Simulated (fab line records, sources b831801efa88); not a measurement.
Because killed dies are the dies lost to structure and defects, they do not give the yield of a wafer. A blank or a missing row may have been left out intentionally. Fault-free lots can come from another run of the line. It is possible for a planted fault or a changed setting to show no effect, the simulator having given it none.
Code-filled problem report in 8D (eight disciplines) form || flow gf180mcu || the parts of the form that need people (team, actions taken, sign-off) are left out

## 1. PROBLEM STATEMENT
Mean POLY_GATE_CVD_00_THK at GF_POLY_GATE_THK_MEAS_01: 221.7 nm over 9 wafers in 3 lots; fault-free wafers: 200.2 nm, standard deviation 2.1. That puts it +10 standard deviations away from the usual mean.
First seen on wafer L315.3, day 13 04:57, on filmMetro-04. Wafers with a number at this step in the record: 39, from 13 lots. Rule for "out", or "out of limits": more than 4 standard deviations from the usual mean. All remaining wafers that have a number are taken as sound.

## 2. WHAT THIS IS AND IS NOT
{"question": "which readings at this step", "is": "POLY_GATE_CVD_00_THK", "is not": "-"}
{"question": "which lots", "is": "L315, L316, L317", "is not": "L300, L301, L303, L304, L305, L306, L308, L309, L311, L313"}
{"question": "which wafers of those lots", "is": "all that have a number", "is not": "-"}
{"question": "read on which gauges", "is": "filmMetro-01, filmMetro-04", "is not": "filmMetro-02"}
{"question": "when", "is": "from day 13 04:57", "is not": "up to then (30 sound wafers)"}

## 3. SUSPECTS, AND WHAT RULES EACH OUT
Counting: a tool at any process step up to the reading remains a suspect when it ran all the lots that are out and ran no sound lot after the first of those.
- the gauge at GF_POLY_GATE_THK_MEAS_01: ruled out. The wafers that are out were read on 2 gauges (filmMetro-01, filmMetro-04).
- lpcvd-01 at GF_POLY_GATE_CVD_00 (deposits poly-Si, target thk 200 nm, time 1200 s): kept. It ran every lot that is out, first L315 (day 13 03:35), and no sound lot after that; its last sound lot up to then is L313 (day 12 18:18). On those wafers its own readings are out: susceptorTempC.
Left after counting: lpcvd-01 at GF_POLY_GATE_CVD_00.

## 4. THE CAUSE (what the simulator had put in)
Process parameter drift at GF_POLY_GATE_CVD_00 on lpcvd-01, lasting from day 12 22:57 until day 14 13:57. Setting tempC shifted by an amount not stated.
After counting, this tool was the only one left.

## 5. THE CHAIN OF EFFECTS, in route order
One row per reading whose mean, taken over the struck wafers that have a number, lies over 3 standard deviations from the usual. Scope: only readings with a usual standard deviation given in the record; hours: median across lots of the time from each lot's start at the first step in this table that gives one to its start at this step; sigmas: change in usual standard deviations.
{"hours": 0, "step": "GF_POLY_GATE_CVD_00", "reading": "spikeTcCentreC", "usual": "620.6 C", "on struck wafers": 625.8, "change": "+5.2", "sigmas": "+3.5"}
{"hours": 0, "step": "GF_POLY_GATE_CVD_00", "reading": "spikeTcLowerC", "usual": "620.6 C", "on struck wafers": 625.3, "change": "+4.7", "sigmas": "+4.3"}
{"hours": 0, "step": "GF_POLY_GATE_CVD_00", "reading": "spikeTcTopC", "usual": "637.4 C", "on struck wafers": 642.4, "change": "+5.0", "sigmas": "+3.3"}
{"hours": 0, "step": "GF_POLY_GATE_CVD_00", "reading": "spikeTcUpperC", "usual": "619.9 C", "on struck wafers": 624.7, "change": "+4.8", "sigmas": "+4.0"}
{"hours": 0, "step": "GF_POLY_GATE_CVD_00", "reading": "susceptorTempC", "usual": "620.0 C", "on struck wafers": 624.3, "change": "+4.3", "sigmas": "+14"}
{"hours": 1, "step": "GF_POLY_GATE_THK_MEAS_01", "reading": "POLY_GATE_CVD_00_THK", "usual": "200.2 nm", "on struck wafers": 221.7, "change": "+21.5", "sigmas": "+10"}
Process steps it contains:
- GF_POLY_GATE_CVD_00: deposits poly-Si, target thk 200 nm, time 1200 s.
Later measuring or inspecting steps at which every struck wafer that the step has a row for has a number for every such reading, and none has moved that far: GF_POLY_GATE_CD_MEAS_18.

## 6. HOW IT WOULD HAVE BEEN CAUGHT EARLIER
6 hours passed between the start of the fault at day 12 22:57 and the first reading out of limits at a measuring or inspecting step in this record, taken at day 13 04:57.
Tool's own readings at GF_POLY_GATE_CVD_00, susceptorTempC: out on all struck wafers the step has rows for; an alarm limit on them would have tripped on the first.
Lots out: 3; of these, L316, L317 started GF_POLY_GATE_CVD_00 on lpcvd-01 after day 13 04:57. A hold on the tool at that time would have spared those 2.
